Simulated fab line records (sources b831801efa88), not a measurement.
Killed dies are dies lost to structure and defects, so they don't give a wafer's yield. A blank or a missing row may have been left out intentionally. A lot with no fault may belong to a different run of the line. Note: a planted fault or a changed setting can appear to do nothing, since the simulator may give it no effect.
The tool behind it: which one? :: flow sky130 :: 6 lots, 18 wafers sampled, at 1 step of a route of 708

== WHAT THE GAUGES READ, wafer by wafer ==
SKY_FIELD_ISO_BOW_MEAS_00.
lot: L211
measured: day 1 15:00
on: film_metro-01
INCOMING_BOW (um): 0 1 -1

lot: L215
measured: day 2 11:00
on: film_metro-01
INCOMING_BOW (um): -1 -7 -7

lot: L221
measured: day 3 17:02
on: film_metro-04
INCOMING_BOW (um): 2 5 -8

lot: L225
measured: day 4 13:02
on: film_metro-01
INCOMING_BOW (um): 4 4 0

lot: L229
measured: day 5 09:00
on: film_metro-01
INCOMING_BOW (um): -3 -1 -10

lot: L233
measured: day 6 05:01
on: film_metro-03
INCOMING_BOW (um): -12 -3 1

== WHICH TOOL RAN EACH LOT (tool, then ch and the chambers of the sampled wafers, then the start) ==
The record holds no process step before these readings.

== THE ANSWER, worked out from the rows above alone ==
Rule: what is usual is taken from the lots themselves. Put in order of their means at a reading, lots are off if they are a third of the lots or fewer, leave a main group of 4 or more, and stand apart from it by a gap of 3 or more times the standard deviation of the main group's means; of several such gaps the widest counts. If all means in a main group match to the digits the tables above print for the reading, that group is not used. Also off: a lot with no number at a reading for which 4 or more lots have one. Where the step has rows for the other lots, those lots are counted as sound.
None of the lots is off at any reading shown; this tells nothing.

== WHAT WAS PUT IN BY THE SIMULATOR ==
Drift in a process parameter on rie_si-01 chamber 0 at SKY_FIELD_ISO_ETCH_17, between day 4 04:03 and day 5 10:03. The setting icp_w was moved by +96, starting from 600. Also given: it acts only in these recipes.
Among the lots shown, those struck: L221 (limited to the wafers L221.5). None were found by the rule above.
